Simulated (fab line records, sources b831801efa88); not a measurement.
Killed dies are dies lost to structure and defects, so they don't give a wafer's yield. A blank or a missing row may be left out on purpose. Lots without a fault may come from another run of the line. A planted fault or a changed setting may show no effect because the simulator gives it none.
Which tool did it? | flow sfq_line | 6 lots, 18 wafers sampled, at 1 step of a route of 325

WHAT THE GAUGES READ, wafer by wafer
SFQ_I3_BOW_MEAS_922.
lot  | measured     | on            | I3_BOW (um)
L714 | day 29 14:31 | film_metro-01 | -3 -5 3
L716 | day 30 20:08 | film_metro-04 | 14 5 9
L718 | day 31 11:05 | film_metro-02 | 11 17 13
L723 | day 33 15:30 | film_metro-01 | 4 4 11
L728 | day 35 12:30 | film_metro-04 | 7 17 6
L734 | day 37 12:32 | film_metro-04 | 2 9 -6

WHICH TOOL RAN EACH LOT (tool, then ch and the chambers of the sampled wafers, then the start)
The record holds no process step before these readings.

THE ANSWER, worked out from the rows above alone
Rule: what is usual is taken from the lots themselves. Put in order of their means at a reading, lots are off if they are a third of the lots or fewer, leave a main group of 4 or more, and stand apart from it by a gap of 3 or more times the standard deviation of the main group's means; of several such gaps the widest counts. A main group whose means are all the same, to the digits that the tables above print for the reading, isn't used. A lot without any number at a reading at which 4 lots or more have one is off too. The other lots that the step has rows for count as sound.
No lot is off at any reading shown: from this, nothing can be told.

WHAT THE SIMULATOR HAD PUT IN
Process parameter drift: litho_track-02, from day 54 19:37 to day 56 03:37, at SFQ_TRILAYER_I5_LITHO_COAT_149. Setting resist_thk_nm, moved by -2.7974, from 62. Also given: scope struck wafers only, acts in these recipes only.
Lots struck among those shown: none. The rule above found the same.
